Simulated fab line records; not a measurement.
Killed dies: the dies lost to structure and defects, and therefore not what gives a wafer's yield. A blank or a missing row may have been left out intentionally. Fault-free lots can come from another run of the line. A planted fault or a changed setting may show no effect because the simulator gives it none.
8D (eight disciplines) problem report, filled in by code :: flow gf180mcu :: the parts of the form that need people (team, actions taken, sign-off) are left out

## 1. PROBLEM STATEMENT
At GF_PASSIVATION_STRIP_12, strip_time_to_endpoint_s averages 40.17 s over 2 wafers from 2 lots, while fault-free wafers read 32.86 s, standard deviation 0.25. Relative to the usual mean, that is a shift of +29 standard deviations.
The step: strips in O2/N2.
Seen first at day 33 07:42 on plasma_asher-03, wafer L620.6. At this step, 36 wafers from 12 lots have a number in the record. The rule behind "out" and "out of limits": a value lying over 4 standard deviations away from the usual mean. Any other wafer with a number is counted as sound.

## 2. WHAT IT IS, AND WHAT IT ISN'T
question: which readings at this step
is: strip_time_to_endpoint_s
is not: drypump_motor_current_A, oes_product_au

question: which lots
is: L620, L621
is not: L605, L607, L608, L610, L612, L622, L625, L626, L627, L628

question: which wafers of those lots
is: L620.6, L621.1
is not: L620.2, L620.3, L621.2, L621.3

question: read on which tools
is: plasma_asher-01, plasma_asher-03
is not: plasma_asher-04

question: when
is: from day 33 07:42
is not: up to then (17 sound wafers); but 17 sound wafers of L621, L622, L625, L626, L627, L628 came after

## 3. SUSPECTS, AND WHAT RULES EACH OUT
Counting: if a tool at a process step up to the reading ran every lot that is out, it stays a suspect. Sound lots after the first of them don't rule it out here, since some wafers of a struck lot are sound.
- rie_diel-01 at GF_V2_ETCH_17 (etches SiO2 in C4F8/O2/Ar, stops on TiN, target depth 630 nm): kept. It processed each lot that is out (first: L620, day 25 20:20); up to then, its last sound lot is L608 (day 21 08:19). GF_V2_ETCH_17 gives no start for some lots, so the hours and the order of its lots are those of GF_M3_SPUTTER_02.
- pvd_sputter-04 at GF_M3_SPUTTER_02 (material AlCu, target thk 450 nm, time 23.9 s): kept. It processed each lot that is out (first: L620, day 25 20:20); up to then, its last sound lot is L610 (day 22 06:07).
- pvd_sputter-03 at GF_V3_SPUTTER_22 (material TiN, target thk 10 nm, time 40 s): kept. It processed each lot that is out (first: L620, day 27 15:28); up to then, its last sound lot is L612 (day 25 04:56).
- litho_track-01 at GF_PASSIVATION_COAT_06 (resist thk 4000 nm): kept. It processed each lot that is out (first: L620, day 32 23:07); up to then, its last sound lot is L612 (day 30 22:29).
Left after counting: rie_diel-01 at GF_V2_ETCH_17, pvd_sputter-04 at GF_M3_SPUTTER_02, pvd_sputter-03 at GF_V3_SPUTTER_22, litho_track-01 at GF_PASSIVATION_COAT_06.

## 4. THE CAUSE (what the simulator had put in)
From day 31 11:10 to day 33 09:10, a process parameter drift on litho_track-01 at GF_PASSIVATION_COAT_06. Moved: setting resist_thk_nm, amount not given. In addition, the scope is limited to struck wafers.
Counting left 4 suspects, and this tool is among them.

## 5. THE CHAIN OF EFFECTS, in route order
One row per reading whose mean, taken over the struck wafers that have a number, lies over 3 standard deviations from the usual. Scope: only readings with a usual standard deviation given in the record; hours: median across lots of the time from each lot's start at the first step in this table that gives one to its start at this step; sigmas: change in usual standard deviations.
hours: 0
step: GF_PASSIVATION_STRIP_12
reading: strip_time_to_endpoint_s
usual: 32.86 s
on struck wafers: 40.17
change: +7.31
sigmas: +29
Its process steps:
- GF_PASSIVATION_STRIP_12: strips in O2/N2.

## 6. WHAT WOULD HAVE CAUGHT IT SOONER
First out-of-limits reading in this record: day 33 07:42, which is 45 hours after fault onset at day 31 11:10.
No tool reading at GF_PASSIVATION_COAT_06 that has a usual standard deviation in the record was out on any struck wafer, so an alarm limit of 4 standard deviations on those readings would not have fired.
The start of GF_PASSIVATION_COAT_06 on litho_track-01 came by day 33 07:42 for every one of the lots that are out (2). None of them would have been spared by holding the tool at that moment.
